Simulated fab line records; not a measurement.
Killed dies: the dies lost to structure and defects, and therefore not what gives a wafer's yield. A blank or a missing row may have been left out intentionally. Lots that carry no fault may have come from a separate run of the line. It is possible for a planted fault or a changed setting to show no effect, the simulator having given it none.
Chamber matching    flow gf180mcu    GF_STI_ETCH_14 on rieSi-02 has 4 sister chambers
The step etches Si in HBr/Cl2/O2, target depth 360 nm, time 102.9 s. 8 wafers are shown with their chamber, then 8 later ones without.

== EACH WAFER AND ITS CHAMBER ==
wafer   chamber  drypumpMotorCurrentA (A)  oesProductAu (a.u.)
L462.6  1        4.9                       1.006
L463.1  1        4.9                       0.998
L463.3  3        6.1                       1.011
L465.3  0        6.2                       0.987
L473.4  3        6.1                       0.990
L473.5  2        6.3                       1.002
L473.6  0        6.3                       0.992
L474.3  2        6.3                       1.011

== WAFERS WHOSE CHAMBER IS MISSING ==
wafer   drypumpMotorCurrentA (A)  oesProductAu (a.u.)
L474.5  6.3                       1.008
L474.6  6.2                       0.996
L475.1  6.1                       0.994
L475.4  6.2                       0.982
L475.6  6.1                       1.006
L479.1  6.3                       1.010
L479.2  6.3                       0.995
L479.3  4.9                       0.997

== WHICH CHAMBER EACH ONE RAN IN ==
wafer   from the rows above           in truth
L474.5  2                             2
L474.6  can't be placed: 0 or 3 or 2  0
L475.1  3                             3
L475.4  can't be placed: 0 or 3       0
L475.6  3                             3
L479.1  2                             2
L479.2  can't be placed: 2 or 0       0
L479.3  1                             1
Correctly placed: 5 of 8. From these rows, 3 cannot be placed; in 3 the true chamber is one of the candidates. Placed wrongly: 0.
How it was worked out, from the rows above alone: a wafer's distance from a chamber is the root of the sum, over the readings, of the square of ((its reading less the chamber's mean) divided by the reading's scatter). If the next closest chamber is less than 2 further off than the closest, the wafer can't be placed; otherwise it belongs to the closest. The mean given for a chamber averages the wafers shown for that chamber. The scatter: take each reading less its chamber's mean, square it, sum over the shown wafers, divide by the number of wafers less the number of chambers, and take the root.
